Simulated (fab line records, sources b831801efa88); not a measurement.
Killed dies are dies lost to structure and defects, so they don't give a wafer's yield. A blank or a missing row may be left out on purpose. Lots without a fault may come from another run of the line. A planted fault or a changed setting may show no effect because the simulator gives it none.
One fault seen from 2 desks | flow sky130 | each desk has only its own numbers; what lay behind them comes last

THE TOOL OWNER'S DESK: plasma_asher-01
The tool's own readings at SKY_VT_ADJUST_LVTN_STRIP_09 (strips in O2/N2): means of the sampled wafers that have a number, for each lot that ran on this tool. A lot is out of limits, marked OUT, if its mean lies more than 4 standard deviations from the usual mean; the brackets give that distance.
Columns: A = drypump_motor_current_A at SKY_VT_ADJUST_LVTN_STRIP_09, usual 6.2 A; B = oes_product_au at SKY_VT_ADJUST_LVTN_STRIP_09, usual 0.722 a.u.; C = strip_time_to_endpoint_s at SKY_VT_ADJUST_LVTN_STRIP_09, usual 36.99 s
lot  | first seen here | A   | B               | C
L315 | day 8 02:41     | 6.3 | 0.720           | 36.86
L317 | day 8 10:05     | 6.3 | 0.723           | 36.87
L319 | day 9 02:32     | 6.3 | 0.722           | 37.14
L321 | day 9 14:04     | 6.4 | 0.941 (+47) OUT | -
L322 | day 11 16:05    | 6.3 | 0.723           | 37.15
L331 | day 12 14:17    | 6.4 | 0.723           | 36.99
L333 | day 13 06:07    | 6.3 | 0.721           | 37.05
This desk's finding: out of limits on L321; first on L321, day 9 14:04 (oes_product_au at SKY_VT_ADJUST_LVTN_STRIP_09). In limits: L315, L317, L319, L322, L331, L333.

THE METROLOGY DESK
What the gauges read, lot by lot, whatever tool the lot ran on: means of the sampled wafers that have a number. A lot is out of limits, marked OUT, if its mean lies more than 4 standard deviations from the usual mean; the brackets give that distance.
Columns: A = INCOMING_BOW at SKY_FIELD_ISO_BOW_MEAS_00, usual -1 um; B = VT_ADJUST_LVTN_2_TW at SKY_VT_ADJUST_LVTN_TW_MEAS_21, usual 187.5; C = VT_ADJUST_NCORE_OVL at SKY_VT_ADJUST_NCORE_OVL_MEAS_08, usual -0.4 nm
lot  | first seen here | A   | B                      | C
L313 | day 2 01:00     | 9   | 188.6                  | -0.6
L314 | day 2 06:04     | -5  | 185.9                  | 1.1
L315 | day 2 11:01     | -2  | 185.7                  | -0.2
L317 | day 2 21:00     | -2  | 185.5                  | 0.5
L319 | day 3 07:01     | -5  | 189.6                  | -1.4
L320 | day 3 12:00     | -6  | 189.0                  | 1.3
L321 | day 3 17:01     | 1   | 30.2 (-99 or more) OUT | -
L322 | day 3 22:00     | -11 | 187.6                  | -0.9
L331 | day 5 19:00     | -1  | 187.4                  | -2.1
L333 | day 6 05:04     | 5   | 188.0                  | -1.4
This desk's finding: out of limits on L321; first on L321, day 10 12:59 (VT_ADJUST_LVTN_2_TW at SKY_VT_ADJUST_LVTN_TW_MEAS_21). In limits: L313, L314, L315, L317, L319, L320, L322, L331, L333.

PUT TOGETHER
The tool owner's desk could have raised an alarm at day 9 14:04, on L321.
The metrology desk could have raised an alarm at day 10 12:59, on L321.
Of the lots named, all ran SKY_VT_ADJUST_LVTN_STRIP_09 on plasma_asher-01.

WHAT THE SIMULATOR HAD PUT IN
Strip aborted: plasma_asher-01, from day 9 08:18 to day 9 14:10, at SKY_VT_ADJUST_LVTN_STRIP_09. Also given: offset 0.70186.
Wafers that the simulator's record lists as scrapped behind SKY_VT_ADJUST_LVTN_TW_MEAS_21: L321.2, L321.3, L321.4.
Lots struck among those shown: L321.
Hours from the fault's start to each desk's first reading out of limits: the tool owner's desk, 6; the metrology desk, 29.
